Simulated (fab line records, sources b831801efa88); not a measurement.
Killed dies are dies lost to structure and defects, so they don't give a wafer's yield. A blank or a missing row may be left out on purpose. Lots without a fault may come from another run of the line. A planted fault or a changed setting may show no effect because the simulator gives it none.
Chamber matching | flow sky130 | SKY_VIA4_CMP_21 on cmp-01: 4 sister chambers
The step polishes, stops on SiO2, t overpolish 25 s, target thk 0 nm. 8 wafers are shown with their chamber, then 12 later ones without.

WAFERS WITH THEIR CHAMBER
wafer  | chamber | motor_current_A (A) | time_to_endpoint_s (s)
L085.2 | 1       | 11.6                | 126
L085.6 | 1       | 11.3                | 130
L087.2 | 0       | 10.3                | 119
L087.4 | 3       | 12.0                | 123
L087.5 | 2       | 9.7                 | 129
L089.2 | 0       | 11.1                | 117
L089.3 | 3       | 11.5                | 115
L089.6 | 2       | 9.4                 | 118

WAFERS WITHOUT THEIR CHAMBER
wafer  | motor_current_A (A) | time_to_endpoint_s (s)
L090.1 | 12.1                | 121
L090.2 | 10.5                | 115
L090.4 | 9.5                 | 123
L094.1 | 11.7                | 122
L094.2 | 9.4                 | 123
L094.6 | 10.6                | 126
L096.2 | 10.6                | 126
L096.3 | 9.8                 | 126
L096.4 | 10.6                | 120
L097.2 | 9.6                 | 122
L097.3 | 11.9                | 120
L097.4 | 10.9                | 122

WHICH CHAMBER EACH WENT THROUGH
wafer  | from the rows above               | in truth
L090.1 | can't be placed: 3 or 1           | 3
L090.2 | 0                                 | 0
L090.4 | 2                                 | 2
L094.1 | can't be placed: 3 or 1           | 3
L094.2 | 2                                 | 2
L094.6 | can't be placed: 0 or 1 or 2 or 3 | 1
L096.2 | can't be placed: 0 or 1 or 2 or 3 | 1
L096.3 | 2                                 | 2
L096.4 | 0                                 | 0
L097.2 | 2                                 | 2
L097.3 | can't be placed: 3 or 1           | 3
L097.4 | can't be placed: 0 or 1 or 3      | 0
Placed correctly: 6 of 12. Can't be placed from these rows: 6 (the true chamber is among the candidates in 6). Placed wrongly: 0.
How it was worked out, from the rows above alone: a wafer's distance from a chamber is the root of the sum, over the readings, of the square of ((its reading less the chamber's mean) divided by the reading's scatter). The wafer belongs to the nearest chamber; if the next one is less than 2 further off, it can't be placed. A chamber's mean is the mean of its shown wafers. The scatter: the root of (the sum of the squares of (reading less its chamber's mean) over the shown wafers, divided by (wafers less chambers)).
